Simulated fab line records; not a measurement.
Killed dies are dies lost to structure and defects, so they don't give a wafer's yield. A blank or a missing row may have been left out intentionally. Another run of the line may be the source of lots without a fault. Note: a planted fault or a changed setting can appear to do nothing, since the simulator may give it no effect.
Split-lot study    flow sky130    route with 708 steps; 5 lots, 23 wafers read

THE SPLIT
At SKY_CAPM_SPUTTER_02 (material TiN, target thk 200 nm, time 166.7 s), the setting power_w was moved away from the recipe's 6500 W on 5 of the 23 wafers read, by -3.9% to +4.0%. All remaining wafers had this setting at the recipe value.

SPLIT TO READING: what lies between them in the file, 1 step
- SKY_CAPM_RS_MEAS_03: measures by four-point-probe

THE READING
CAPM_TIN_THK, in nm, at SKY_CAPM_THK_MEAS_04 (measures by xrf). Typical for fault-free wafers on this fab line: 196.1 nm, with standard deviation 2.8 nm.

wafer   tool, chamber at the split  power_w as run, W  against the recipe  CAPM_TIN_THK, nm  against lot-mates on the recipe
L077.2  pvd_sputter-01, -           6245               -3.9%               189.1             -8.1
L077.3  pvd_sputter-01, -           6500               recipe              199.2             -
L077.4  pvd_sputter-01, -           6245               -3.9%               190.5             -6.7
L077.5  pvd_sputter-01, -           6500               recipe              195.2             -
L077.6  pvd_sputter-01, -           6245               -3.9%               189.5             -7.7
L078.1  pvd_sputter-03, -           6500               recipe              196.1             -
L078.2  pvd_sputter-03, -           6500               recipe              197.4             -
L078.3  pvd_sputter-03, -           6500               recipe              195.5             -
L078.4  pvd_sputter-03, -           6500               recipe              197.1             -
L078.5  pvd_sputter-03, -           6500               recipe              197.1             -
L080.1  pvd_sputter-04, -           6500               recipe              192.3             -
L080.2  pvd_sputter-04, -           6762               +4.0%               202.1             +6.5
L080.4  pvd_sputter-04, -           6500               recipe              197.2             -
L080.5  pvd_sputter-04, -           6762               +4.0%               201.9             +6.3
L080.6  pvd_sputter-04, -           6500               recipe              197.2             -
L081.1  pvd_sputter-04, -           6500               recipe              196.1             -
L081.2  pvd_sputter-04, -           6500               recipe              194.3             -
L081.3  pvd_sputter-04, -           6500               recipe              197.4             -
L081.5  pvd_sputter-04, -           6500               recipe              196.5             -
L081.6  pvd_sputter-04, -           6500               recipe              194.9             -
L082.1  pvd_sputter-03, -           6500               recipe              199.2             -
L082.4  pvd_sputter-03, -           6500               recipe              198.9             -
L082.5  pvd_sputter-03, -           6500               recipe              198.5             -

FIT RESULTS
A straight line over all 23 wafers: CAPM_TIN_THK changes by +1.58 nm for each +1% of power_w; r = +0.88; the points scatter about the line by 1.7 nm.
The same after taking each lot's own level away (the mean of its wafers on the recipe; 23 wafers): +1.78 nm for each +1%; r = +0.93; scatter 1.3 nm.
Per that fit: largest power_w move, reading shift of 7.2 nm.
The lots' own levels span 195.57 to 198.87 nm, that is 1.2 times the standard deviation above.
So the lot-to-lot level changes the slope: the two fits differ.
Check: with one of the wafers moved furthest among these (+4.0%) left out of the fit, the line predicts +7.2 nm for it against its lot-mates. It came out at +6.53 nm against them.

OTHER SPLITS APPLIED TO THESE WAFERS
Note: prior to the reading, these wafers also went through further splits. Each is held against what the fit with the lots' levels taken away leaves over:
other split on the same wafers    wafers away from the commonest value  r with CAPM_TIN_THK (lot level and that fit taken away)
SKY_VIA1_ETCH_14 time_s           9                                     +0.33
SKY_VIA1_SPUTTER_20 time_s        7                                     -0.17
SKY_METAL2_SPUTTER_04 power_w     10                                    +0.51
SKY_METAL2_COAT_10 spin_rpm       6                                     +0.12
SKY_METAL2_ETCH_18 ion_energy_ev  7                                     +0.38
SKY_VIA2_ETCH_15 source_w         10                                    +0.17
SKY_VIA2_CMP_24 t_overpolish_s    6                                     -0.48

THE WHOLE CHAIN: every reading that the file lists as answering this split, in the file's order
step                    what it does                                                             reading                                                                         change (the file's fit)               r (the file's)
SKY_CAPM_SPUTTER_02     material TiN, target thk 200 nm, time 166.7 s                            TiN_of_CAPM_SPUTTER_02.thk_nm (the simulator's own value, which no gauge read)  +1.79 nm for each +1% of the setting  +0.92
SKY_CAPM_RS_MEAS_03     measures by four-point-probe                                             CAPM_TIN_RS                                                                     -0.0657 for each +1% of the setting   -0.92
SKY_CAPM_THK_MEAS_04    measures by xrf                                                          CAPM_TIN_THK                                                                    +1.75 for each +1% of the setting     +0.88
SKY_CAPM_METAL_ETCH_13  etches TiN in Cl2/BCl3, stops on SiO2, target depth 220 nm, time 62.9 s  CAPM.feature_depth_nm (the simulator's own value, which no gauge read)          +1.79 nm for each +1% of the setting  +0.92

THE FILE'S OWN FIT
CAPM_TIN_THK changes by +1.75 nm for each +1% of power_w, r = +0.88.
